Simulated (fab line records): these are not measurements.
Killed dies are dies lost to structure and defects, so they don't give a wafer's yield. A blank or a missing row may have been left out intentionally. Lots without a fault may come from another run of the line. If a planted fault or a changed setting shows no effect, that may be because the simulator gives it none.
Comparing a struck lot with a sound one | flow sky130 | 15 out of 708 route steps
Sound: wafers L982.2, L982.3, L982.4. Wafers L101.3, L101.4, L101.5 were the ones struck. Last of all comes the cause.
Each step with rows lists, per side, the tool, then ch with its chambers, then its first start. Under that, the readings that differ: sound wafers | struck wafers | difference of the means | sigmas: that difference in standard deviations of wafers without a fault.
alike: words and numbers the same on both sides, and readings whose means are apart by under 2 such deviations; not compared: readings that were withheld, readings missing a value for some wafer, numbers with overlapping values and no deviation given by the record, and bounds like >300 which may hide the same value.
Wherever a step has rows on one side only, a row that says differs or no value, or a row with sigmas, the two part there. Numbers that don't overlap but have no deviation are shown without sigmas and don't part them. A reading that every wafer of one side lacks parts them only if that side has two wafers or more.

SKY_POLY_GATE_ETCH_15: etches BARC in N2/H2, stops on SiO2, time 118.5 s, target depth 110 nm.
  sound on rie-diel-01 ch 0,2,3, day 16 03:46; struck on rie-diel-03 ch 0,3, day 22 21:50
  alike: chamber-pressure-mTorr, drypump-motor-current-A, oes-product-au, throttle-valve-pct
  not compared: rf-hours-counter-h
SKY_POLY_GATE_ETCH_16: etches Si3N4 in CH3F/O2, stops on poly-Si, time 147.5 s, target depth 75 nm.
  sound on rie-diel-01 ch 0,2,3, day 16 03:51; struck on rie-diel-03 ch 0,3, day 22 21:55
  alike: O2_flow_sccm, chamber-pressure-mTorr, drypump-motor-current-A, oes-product-au, throttle-valve-pct
  not compared: rf-hours-counter-h
SKY_POLY_GATE_ETCH_17: etches poly-Si in HBr/Cl2, stops on SiO2, target depth 180 nm, time 70.5 s.
  sound on rie-si-02 ch 0,1,2, day 16 03:57; struck on rie-si-01 ch 0,2,3, day 22 22:01
  alike: chamber-pressure-mTorr, drypump-motor-current-A, oes-product-au, throttle-valve-pct
  not compared: rf-hours-counter-h
SKY_POLY_GATE_STRIP_18: strips in O2/N2.
  sound on plasma-asher-03 ch 0,1, day 16 04:01; struck on plasma-asher-03 ch 0,1, day 22 22:06
  alike: chamber-pressure-mTorr, drypump-motor-current-A, oes-product-au, strip-time-to-endpoint-s
  not compared: rf-hours-counter-h
then, 2 steps without rows for these wafers: SKY_POLY_GATE_CLEAN_19 (cleans in SC1/SC2, time 150 s); SKY_POLY_GATE_OXIDATION_20 (stabilise 600 s, purge 300 s, target thk 4 nm).
SKY_POLY_GATE_THK_MEAS_21:
  sound on film-metro-01 at day 16 05:25; struck on film-metro-04 at day 22 23:29
  alike: POLY_GATE_OXIDATION_THK
SKY_POLY_GATE_CD_MEAS_22:
  sound on cd-sem-01 at day 16 05:30; struck on cd-sem-02 at day 22 23:49
  alike: cd-nm
then, 4 steps without rows for these wafers: SKY_LDD_N_DEHYDRATE_00 (time 60 s); SKY_LDD_N_HMDS_01 (prime time 60 s); SKY_LDD_N_COAT_02 (resist thk 300 nm); SKY_LDD_N_SOFTBAKE_03 (time 60 s).
SKY_LDD_N_EXPOSE_04: exposes mask NTM, target cd 840 nm.
  sound on iline-stepper-01 ch 0, day 16 18:57; struck on iline-stepper-02 ch 0, day 23 15:20
  reading | sound             | struck                     | difference | sigmas
  mask    | NTM#0 NTM#0 NTM#0 | NTM_R1#0 NTM_R1#0 NTM_R1#0 | differs    |
then, 1 step without rows for these wafers: SKY_LDD_N_PEB_05.
-- record jumps: 26 days separate the struck wafers' starts on either side; left off in module LDD_N, taken up again in module PAD_OPEN, whose first shown step is the route's number 708 --
SKY_PAD_OPEN_PROBE_99:
  sound on prober-01 at day 45 15:17; struck on prober-01 at day 49 23:56
  alike: killed_at_M0_to_M3, killed_at_M4_up, killed-at-contacts, killed-at-front-end, killed-at-other, killed-dies, killed-open, killed-short

## WHERE THEY PART
Only at SKY_LDD_N_EXPOSE_04, within this record. Later steps at which nothing parts them and some readings are alike: SKY_PAD_OPEN_PROBE_99.

WHY: the cause the simulator had injected
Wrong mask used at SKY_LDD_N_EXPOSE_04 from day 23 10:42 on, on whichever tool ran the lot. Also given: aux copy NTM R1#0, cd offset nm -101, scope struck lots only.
